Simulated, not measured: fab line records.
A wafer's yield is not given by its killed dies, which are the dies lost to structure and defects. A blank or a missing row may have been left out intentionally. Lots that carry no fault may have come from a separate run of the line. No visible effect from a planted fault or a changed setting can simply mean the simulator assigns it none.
Lot-split experiment / flow sfq_line / 5 lots, 27 wafers read, on a route of 325 steps

THE SPLIT ITSELF
At SFQ_TRILAYER_M1_DEP_SPUTTER_037 (material Nb, target thk 200 nm, time 133.3 s), the setting time_s was moved away from the recipe's 133.3 s on 12 of the 27 wafers read, by +15.8% to +52.2%. The other wafers ran this setting at the recipe's value.

FROM THE SPLIT TO THE READING: what the file shows between them, 3 steps
- SFQ_M1_RS_MEAS_909: measures by four-point-probe
- SFQ_TRILAYER_M1_LITHO_COAT_044: resist thk 62 nm
- SFQ_TRILAYER_M1_BARC_OPEN_METAL_ETCH_054: etches BARC in O2, target depth 125 nm, time 41.7 s

THE READING
oes_product_au, in a.u., at SFQ_TRILAYER_M1_ETCH_METAL_ETCH_042 (etches Nb in Cl2/Ar, stops on SiO2, target depth 240 nm, time 120 s). A value of 0.890 a.u. with a standard deviation of 0.0064 a.u. is what fault-free wafers of this fab line usually give.

wafer=L075.1; tool, chamber at the split=pvd_sputter-05, -; time_s as run, s=191.8; against the recipe=+43.9%; oes_product_au, a.u.=1.002; against lot-mates on the recipe=+0.106
wafer=L075.2; tool, chamber at the split=pvd_sputter-05, -; time_s as run, s=191.8; against the recipe=+43.9%; oes_product_au, a.u.=0.991; against lot-mates on the recipe=+0.095
wafer=L075.3; tool, chamber at the split=pvd_sputter-05, -; time_s as run, s=133.3; against the recipe=recipe; oes_product_au, a.u.=0.892; against lot-mates on the recipe=-
wafer=L075.4; tool, chamber at the split=pvd_sputter-05, -; time_s as run, s=133.3; against the recipe=recipe; oes_product_au, a.u.=0.896; against lot-mates on the recipe=-
wafer=L075.5; tool, chamber at the split=pvd_sputter-05, -; time_s as run, s=191.8; against the recipe=+43.9%; oes_product_au, a.u.=1.001; against lot-mates on the recipe=+0.105
wafer=L075.6; tool, chamber at the split=pvd_sputter-05, -; time_s as run, s=133.3; against the recipe=recipe; oes_product_au, a.u.=0.900; against lot-mates on the recipe=-
wafer=L076.3; tool, chamber at the split=pvd_sputter-05, -; time_s as run, s=133.3; against the recipe=recipe; oes_product_au, a.u.=0.893; against lot-mates on the recipe=-
wafer=L076.4; tool, chamber at the split=pvd_sputter-05, -; time_s as run, s=133.3; against the recipe=recipe; oes_product_au, a.u.=0.885; against lot-mates on the recipe=-
wafer=L076.5; tool, chamber at the split=pvd_sputter-05, -; time_s as run, s=133.3; against the recipe=recipe; oes_product_au, a.u.=0.887; against lot-mates on the recipe=-
wafer=L078.1; tool, chamber at the split=pvd_sputter-03, -; time_s as run, s=201.6; against the recipe=+51.2%; oes_product_au, a.u.=0.967; against lot-mates on the recipe=+0.074
wafer=L078.2; tool, chamber at the split=pvd_sputter-03, -; time_s as run, s=133.3; against the recipe=recipe; oes_product_au, a.u.=0.896; against lot-mates on the recipe=-
wafer=L078.3; tool, chamber at the split=pvd_sputter-03, -; time_s as run, s=133.3; against the recipe=recipe; oes_product_au, a.u.=0.888; against lot-mates on the recipe=-
wafer=L078.4; tool, chamber at the split=pvd_sputter-03, -; time_s as run, s=201.6; against the recipe=+51.2%; oes_product_au, a.u.=0.973; against lot-mates on the recipe=+0.080
wafer=L078.5; tool, chamber at the split=pvd_sputter-03, -; time_s as run, s=201.6; against the recipe=+51.2%; oes_product_au, a.u.=0.976; against lot-mates on the recipe=+0.083
wafer=L078.6; tool, chamber at the split=pvd_sputter-03, -; time_s as run, s=133.3; against the recipe=recipe; oes_product_au, a.u.=0.896; against lot-mates on the recipe=-
wafer=L080.1; tool, chamber at the split=pvd_sputter-05, -; time_s as run, s=133.3; against the recipe=recipe; oes_product_au, a.u.=0.888; against lot-mates on the recipe=-
wafer=L080.2; tool, chamber at the split=pvd_sputter-05, -; time_s as run, s=154.4; against the recipe=+15.8%; oes_product_au, a.u.=0.964; against lot-mates on the recipe=+0.075
wafer=L080.3; tool, chamber at the split=pvd_sputter-05, -; time_s as run, s=154.4; against the recipe=+15.8%; oes_product_au, a.u.=0.971; against lot-mates on the recipe=+0.082
wafer=L080.4; tool, chamber at the split=pvd_sputter-05, -; time_s as run, s=133.3; against the recipe=recipe; oes_product_au, a.u.=0.884; against lot-mates on the recipe=-
wafer=L080.5; tool, chamber at the split=pvd_sputter-05, -; time_s as run, s=154.4; against the recipe=+15.8%; oes_product_au, a.u.=0.958; against lot-mates on the recipe=+0.069
wafer=L080.6; tool, chamber at the split=pvd_sputter-05, -; time_s as run, s=133.3; against the recipe=recipe; oes_product_au, a.u.=0.895; against lot-mates on the recipe=-
wafer=L084.1; tool, chamber at the split=pvd_sputter-06, -; time_s as run, s=202.9; against the recipe=+52.2%; oes_product_au, a.u.=0.979; against lot-mates on the recipe=+0.090
wafer=L084.2; tool, chamber at the split=pvd_sputter-06, -; time_s as run, s=133.3; against the recipe=recipe; oes_product_au, a.u.=0.882; against lot-mates on the recipe=-
wafer=L084.3; tool, chamber at the split=pvd_sputter-06, -; time_s as run, s=133.3; against the recipe=recipe; oes_product_au, a.u.=0.898; against lot-mates on the recipe=-
wafer=L084.4; tool, chamber at the split=pvd_sputter-06, -; time_s as run, s=202.9; against the recipe=+52.2%; oes_product_au, a.u.=0.977; against lot-mates on the recipe=+0.088
wafer=L084.5; tool, chamber at the split=pvd_sputter-06, -; time_s as run, s=133.3; against the recipe=recipe; oes_product_au, a.u.=0.887; against lot-mates on the recipe=-
wafer=L084.6; tool, chamber at the split=pvd_sputter-06, -; time_s as run, s=202.9; against the recipe=+52.2%; oes_product_au, a.u.=0.978; against lot-mates on the recipe=+0.089

THE FIT
A straight line over all 27 wafers: oes_product_au changes by +0.0018 a.u. for each +1% of time_s; r = +0.92; the points scatter about the line by 0.018 a.u.
The same after taking each lot's own level away (the mean of its wafers on the recipe; 27 wafers): +0.00177 a.u. for each +1%; r = +0.91; scatter 0.018 a.u.
On that fit, the largest move of time_s shifts the reading by 0.092 a.u.
The lots' own levels span 0.8883 to 0.8960 a.u., that is 1.2 times the standard deviation above.
The two slopes agree, so the slope changes little with the lot-to-lot level.
Check: with one of the wafers moved furthest among these (+52.2%) left out of the fit, the line predicts +0.0999 a.u. for it against its lot-mates. Against them it came out at +0.09 a.u.

THESE WAFERS: OTHER SPLITS
Note: prior to the reading, these wafers also went through further splits. Each is held against what the fit with the lots' levels taken away leaves over:
other split on the same wafers=SFQ_TRILAYER_INCOMING_OXIDATION_002 ox_time_s; wafers away from the commonest value=21; r with oes_product_au (lot level and that fit taken away)=-0.60
other split on the same wafers=SFQ_TRILAYER_M0_DEP_SPUTTER_019 time_s; wafers away from the commonest value=9; r with oes_product_au (lot level and that fit taken away)=+0.35

THE WHOLE CHAIN: every reading that the file lists as answering this split, in the file's order
step=SFQ_TRILAYER_M1_DEP_SPUTTER_037; what it does=material Nb, target thk 200 nm, time 133.3 s; reading=Nb_of_TRILAYER_M1_DEP_SPUTTER_037.thk_nm (the simulator's own value, which no gauge read); change (the file's fit)=+1.99 nm for each +1% of the setting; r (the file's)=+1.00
step=SFQ_M1_RS_MEAS_909; what it does=measures by four-point-probe; reading=M1_NB_RS; change (the file's fit)=-0.00605 for each +1% of the setting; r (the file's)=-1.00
step=SFQ_TRILAYER_M1_ETCH_METAL_ETCH_042; what it does=etches Nb in Cl2/Ar, stops on SiO2, target depth 240 nm, time 120 s; reading=oes_product_au; change (the file's fit)=+0.0019 a.u. for each +1% of the setting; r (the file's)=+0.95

FILE'S OWN FIT
oes_product_au changes by +0.0019 a.u. for each +1% of time_s, r = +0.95.
